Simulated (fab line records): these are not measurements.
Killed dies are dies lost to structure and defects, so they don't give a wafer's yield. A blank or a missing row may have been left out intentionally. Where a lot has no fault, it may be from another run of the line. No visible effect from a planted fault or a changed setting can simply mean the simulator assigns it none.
fab line records | flow sfq_line
record: lots: 14 wafers: 41 last_day: 91
route steps=325 shown I2@104 I3@135 I4@163
lots that met no fault: from a run of the same line without faults
start_h: hours from the record's first day to the start of the lot's first wafer shown | wait_h: hours from the lot's prior step to this one | " unchanged from the row above | L1.1+2: a row that stands for several wafers | - value missing, or start not given | * or withheld: withheld | < > ~ a bound
route shown NAME@n: NAME is a module with steps in the file, n the number in the route of the first one | usual: average and standard deviation across the fault-free wafers | same: alike in all rows | chamber/n: place in a boat | sites: per-site readings | _std_site: how widely they spread, as a standard deviation | _edge_site: mean of outer sites minus mean of inner sites | radius_mm: how far each site lies from the wafer's centre | mask NAME#n: copy n | behind: tool/chamber where the wafer was last shaped | hold: what put the lot on hold/how long, in hours/how the hold closed | device: the transistor (n, p or np) that didn't switch | end of line: at the end of the route, the tests of the same wafers | where a step has no rows: the recipe by itself | killed: the dies lost at the first sort to structure and to defects; this is not the yield of the wafer | map: dies across one wafer; x = killed, . = not, _ = none there
set.NAME: setting as actually run; set.NAME@STEP: the setting as run at that earlier step | model.NAME: the simulator's own value behind a step, which no gauge read
steps of the route over a sample of lots; a table a step, a row a wafer
services: a tool's chamber out of use, with start hour (start_h, from the record's first day; less than 0 if before it), hours out, and reason
== steps ==
step: SFQ_TRILAYER_I2_CMP_CMP_064
recipe: material: SiO2 down_force_psi: 3 platen_rpm: 60 pad_velocity_m_s: 0.94248
usual: motor_current_A: 10.0/1.4 time_to_endpoint_s: 217/6.5
columns lot.wafer tool chamber start_h wait_h motor_current_A time_to_endpoint_s
L470.3 cmp-01 3 566.14 0.0 8.4 217
L470.2 " 2 567.64 1.5 11.6 214
L470.5 " 3 " " 8.9 224
L471.1 cmp-02 3 572.11 0.0 8.7 212
L471.4 " 1 573.11 1.0 10.2 227
L471.3 " 2 " " 11.5 231
L472.2 cmp-01 3 580.44 5.7 8.7 214
L472.5 " 1 581.44 6.6 9.3 220
L472.6 " 2 " " 12.2 222
L476.5 cmp-01 1 593.44 5.2 9.6 224
L476.6 " 2 " " 12.3 228
L477.4 cmp-02 2 637.28 3.0 11.5 229
L477.3 " 0 638.28 4.0 10.6 219
L477.6 " 2 639.28 5.0 11.4 226
L483.1 cmp-02 1 911.64 15.2 10.3 214
L483.4 " 2 " " 11.8 219
L483.3 " 0 913.14 16.7 11.1 215
L484.3 cmp-02 0 937.14 22.7 11.4 206
L484.5 " 1 " " 10.3 216
L484.6 " 2 " " 11.3 206
L485.1 cmp-01 2 938.20 22.6 11.5 218
L485.2 " 3 " " 8.7 215
L485.6 " 2 940.20 24.6 12.2 216
L486.4 cmp-02 2 941.64 22.4 11.9 223
L486.3 " 1 943.14 23.9 10.4 216
L486.6 " 2 " " 12.5 224
L487.2 cmp-01 2 954.25 22.1 12.4 222
L487.4 " 3 " " 8.5 220
L487.5 " 2 956.25 24.1 11.5 223
L488.4 cmp-01 0 956.75 22.1 8.4 222
L488.1 " 2 957.75 23.2 12.8 225
L488.5 " 0 958.75 24.1 8.3 222
L489.1 cmp-02 1 963.64 21.9 9.8 220
L489.6 " 3 964.64 22.8 8.5 212
L489.5 " 0 " " 10.6 215
L490.1 cmp-02 3 966.56 21.0 8.7 204
L490.2 " 1 967.56 22.0 10.8 212
L490.6 " 0 969.06 23.5 10.3 217
L492.3 cmp-01 0 973.39 18.2 8.6 212
L492.1 " 1 " " 9.1 206
L492.5 " 0 975.39 20.2 8.3 222
step: SFQ_TRILAYER_I2_METRO_MEASURE_065
usual: thk_nm: 200.2/0.78
columns lot.wafer tool chamber start_h wait_h thk_nm
L470.2 film_metro-02 - 569.46 0.3 200.7
L470.3 " - " " 200.7
L470.5 " - " " 200.5
L471.1 film_metro-01 - 575.23 0.1 200.1
L471.3 " - " " 200.0
L471.4 " - " " 201.0
L472.2 film_metro-01 - 582.76 0.3 200.0
L472.5 " - " " 199.5
L472.6 " - " " 199.8
L476.5 film_metro-02 - 595.36 0.8 199.5
L476.6 " - " " 200.9
L477.3 film_metro-03 - 640.80 0.5 200.4
L477.4 " - " " 200.0
L477.6 " - " " 200.1
L483.1 film_metro-01 - 914.76 0.1 198.9
L483.3 " - " " 200.4
L483.4 " - " " 200.1
L484.3 film_metro-01 - 939.16 0.5 199.1
L484.5 " - " " 198.9
L484.6 " - " " 200.6
L485.1 film_metro-03 - 941.32 0.1 200.0
L485.2 " - " " 201.0
L485.6 " - " " 200.6
L486.3 film_metro-02 - 945.16 0.5 200.5
L486.4 " - " " 200.2
L486.6 " - " " 201.0
L487.2 film_metro-01 - 957.07 0.3 200.6
L487.4 " - " " 200.6
L487.5 " - " " 199.5
L488.1 film_metro-03 - 959.87 0.1 201.4
L488.4 " - " " 201.1
L488.5 " - " " 201.4
L489.1 film_metro-02 - 965.76 0.1 199.8
L489.5 " - " " 199.5
L489.6 " - " " 198.6
L490.1 film_metro-02 - 969.68 0.1 199.5
L490.2 " - " " 199.3
L490.6 " - " " 200.1
L492.1 film_metro-01 - 976.01 0.1 200.4
L492.3 " - " " 200.7
L492.5 " - " " 199.6
step: SFQ_I3_BOW_MEAS_922
recipe: mode: bow
usual: I3_BOW: 3/9.2
columns lot.wafer tool chamber start_h wait_h I3_BOW[um]
L470.2 film_metro-02 - 914.70 1.5 -6
L470.3 " - " " -16
L470.5 " - " " -3
L471.1 film_metro-04 - 923.64 1.5 -1
L471.3 " - " " 22
L471.4 " - " " 2
L472.2 film_metro-04 - 932.66 1.5 -3
L472.5 " - " " 9
L472.6 " - " " 6
L476.5 film_metro-02 - 953.72 0.6 1
L476.6 " - " " -7
L477.3 film_metro-02 - 978.93 1.5 0
L477.4 " - " " 10
L477.6 " - " " 18
L483.1 film_metro-02 - 1059.21 1.5 -9
L483.3 " - " " -13
L483.4 " - " " -21
L484.3 film_metro-01 - 1059.80 2.0 1
L484.5 " - " " -9
L484.6 " - " " 0
L485.1 film_metro-01 - 1065.76 1.0 11
L485.2 " - " " 17
L485.6 " - " " 18
L486.3 film_metro-01 - 1086.61 2.0 6
L486.4 " - " " 7
L486.6 " - " " 13
L487.2 film_metro-04 - 1095.18 1.0 11
L487.4 " - " " 4
L487.5 " - " " -1
L488.1 film_metro-04 - 1098.16 2.0 -5
L488.4 " - " " -6
L488.5 " - " " 1
L489.1 film_metro-02 - 1104.09 1.5 -6
L489.5 " - " " 10
L489.6 " - " " 15
L490.1 film_metro-01 - 1238.30 2.5 -2
L490.2 " - " " 0
L490.6 " - " " 2
L492.1 film_metro-02 - 1252.17 2.0 8
L492.3 " - " " 3
L492.5 " - " " 2
step: SFQ_TRILAYER_I4_DEP_PECVD_099
recipe: material: SiO2 temp_c: 150 time_s: 111.11 pressure_torr: 2.4 rf_w: 183.3 precursor: SiH4/N2O target_thk_nm: 500
usual: heater_power_w: 72/13 rf_fwd_power_W: 182.3/0.6 throttle_valve_pct: 24.5/1
columns lot.wafer tool chamber start_h wait_h heater_power_w rf_fwd_power_W throttle_valve_pct
L470.2 pecvd-03 2 1057.93 0.0 77 181.3 24.3
L470.3 " 0 " " 76 182.8 22.2
L470.5 " 0 " " 78 183.3 22.3
L471.1 pecvd-02 2 1189.06 0.0 74 181.6 24.8
L471.3 " 0 " " 65 182.8 24.8
L471.4 " 0 " " 69 182.3 24.7
L472.2 pecvd-04 0 1199.70 0.0 62 182.1 24.9
L472.5 " 2 " " 92 182.7 25.2
L472.6 " 0 " " 64 181.7 25.1
L476.5 pecvd-04 0 1219.07 0.0 69 152.9 24.9
L476.6 " 1 " " 69 183.1 25.3
L477.3 pecvd-04 0 1249.81 0.0 66 153.7 25.0
L477.4 " 2 " " 92 183.1 24.9
L477.6 " 1 " " 65 183.3 25.7
L483.1 pecvd-02 1 1324.43 0.0 52 182.3 24.7
L483.3 " 2 " " 75 181.4 25.2
L483.4 " 2 " " 79 180.6 25.2
L484.3 pecvd-03 0 1326.83 0.0 79 182.8 23.0
L484.5 " 0 " " 80 183.0 23.0
L484.6 " 1 " " 79 181.9 26.0
L485.1 pecvd-02 0 1330.60 0.0 76 181.9 25.2
L485.2 " 2 " " 85 181.3 24.9
L485.6 " 1 " " 52 182.2 24.5
L486.3 pecvd-04 2 1350.41 0.0 87 182.8 21.9
L486.4 " 1 " " 89 182.8 24.3
L486.6 " 0 " " 54 181.6 23.5
L487.2 pecvd-02 1 1358.15 0.0 53 182.4 24.5
L487.4 " 0 " " 78 181.4 25.3
L487.5 " 2 " " 86 181.4 25.3
L488.1 pecvd-04 1 1360.55 0.0 81 181.8 24.0
L488.4 " 1 " " 83 182.0 24.0
L488.5 " 2 " " 92 181.5 22.1
L489.1 pecvd-03 2 1362.95 0.0 86 181.3 25.5
L489.5 " 2 " " 76 181.3 25.5
L489.6 " 0 " " 68 182.8 23.1
L490.1 pecvd-04 0 1377.48 0.0 55 183.5 23.8
L490.2 " 1 " " 80 181.7 24.2
L490.6 " 2 " " 97 183.0 22.1
L492.1 pecvd-04 2 1388.70 0.0 88 181.9 22.2
L492.3 " 0 " " 45 182.9 23.8
L492.5 " 1 " " 84 183.1 24.2
step: SFQ_TRILAYER_I4_CMP_CMP_100
recipe: material: SiO2 down_force_psi: 3 platen_rpm: 60 pad_velocity_m_s: 0.94248
usual: motor_current_A: 10.0/1.4 time_to_endpoint_s: 215/5.8
columns lot.wafer tool chamber start_h wait_h motor_current_A time_to_endpoint_s
L470.3 cmp-01 3 1064.62 6.6 9.0 218
L470.2 " 0 " " 8.5 212
L470.5 " 2 1066.12 8.1 11.6 220
L471.1 cmp-01 3 1192.04 2.9 8.8 211
L471.3 " 0 " " 8.0 211
L471.4 " 1 " " 9.5 218
L472.2 cmp-02 3 1201.84 2.1 8.0 210
L472.6 " 0 " " 10.2 213
L472.5 " 1 " " 10.2 214
L476.5 cmp-02 1 1223.69 4.6 10.8 202
L476.6 " 2 " " 11.5 219
L477.4 cmp-02 1 1252.17 2.3 10.7 219
L477.3 " 3 1253.17 3.3 8.6 195
L477.6 " 2 1254.67 4.8 11.0 219
L483.4 cmp-02 1 1324.51 0.0 10.4 217
L483.3 " 2 " " 12.0 219
L483.1 " 3 " " 8.1 213
L484.3 cmp-02 0 1328.51 1.6 10.4 216
L484.6 " 2 1329.51 2.6 12.2 217
L484.5 " 3 " " 8.8 216
L485.2 cmp-01 1 1331.18 0.5 9.2 217
L485.1 " 3 1332.18 1.5 8.5 211
L485.6 " 0 " " 8.7 222
L486.4 cmp-02 2 1352.11 1.6 11.9 223
L486.3 " 3 " " 8.2 218
L486.6 " 2 1354.11 3.6 12.1 222
L487.2 cmp-02 2 1361.61 3.4 11.8 221
L487.4 " 0 1362.61 4.4 11.1 224
L487.5 " 2 1363.61 5.4 11.4 219
L488.4 cmp-01 2 1362.91 2.3 12.0 221
L488.1 " 3 " " 8.3 207
L488.5 " 3 1365.41 4.8 8.5 224
L489.1 cmp-01 3 1367.41 4.4 8.7 215
L489.6 " 0 " " 8.7 223
L489.5 " 1 " " 9.0 218
L490.1 cmp-02 3 1377.56 0.0 8.8 211
L490.2 " 0 " " 11.3 219
L490.6 " 3 1379.56 2.0 8.0 221
L492.1 cmp-02 2 1388.78 0.0 11.7 211
L492.3 " 1 1390.28 1.5 9.9 217
L492.5 " 3 1391.28 2.5 8.4 216
== services ==
columns tool chamber start_h hours kind
cmp-01 - 572.44 4.0 pm
cmp-02 - 589.13 4.9 pm
cmp-02 - 609.05 0.2 repair
cmp-01 - 624.94 0.7 repair
cmp-01 - 648.08 17.9 pm
cmp-02 - 668.34 0.3 repair
cmp-02 - 676.55 4.1 repair
cmp-01 - 690.65 8.4 pm
cmp-01 - 699.38 7.3 repair
cmp-02 - 711.47 1.2 repair
cmp-02 - 737.28 8.8 pm
cmp-01 - 746.64 0.4 repair
cmp-02 - 749.75 4.0 pm
cmp-02 - 791.41 0.8 repair
cmp-02 - 825.83 0.5 repair
cmp-02 - 852.07 1.0 repair
cmp-02 - 972.56 9.2 pm
cmp-02 - 982.02 1.6 repair
cmp-02 - 1089.76 4.0 pm
cmp-02 - 1107.39 6.1 pm
cmp-02 - 1116.02 0.2 repair
cmp-02 - 1243.16 6.0 pm
cmp-02 - 1259.80 0.6 repair
cmp-02 - 1375.56 0.7 repair
== key ==
first_sign: step: SFQ_TRILAYER_I4_DEP_PECVD_099 reading: rf_fwd_power_W direction: down sigmas: 48 usual: 182.3 struck: 153.3
effect: step: SFQ_TRILAYER_I4_CMP_CMP_100 reading: time_to_endpoint_s direction: down sigmas: 2.9 usual: * struck: *
met_at SFQ_TRILAYER_I4_DEP_PECVD_099
struck_lots L476,L477
struck_wafers L476.5,L477.3
not_acting_at SFQ_TRILAYER_I2_CMP_CMP_064,SFQ_TRILAYER_I2_METRO_MEASURE_065,SFQ_I3_BOW_MEAS_922
onset_between 1199.70 1219.07
fault: kind: process_parameter_drift tool: pecvd-04 chamber: 0 onset_h: 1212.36 steps: SFQ_TRILAYER_I4_DEP_PECVD_099 channel: rf_w offset: -29.328 shape: step end_h: 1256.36 acts_in: these_recipes_only stated: 183.3
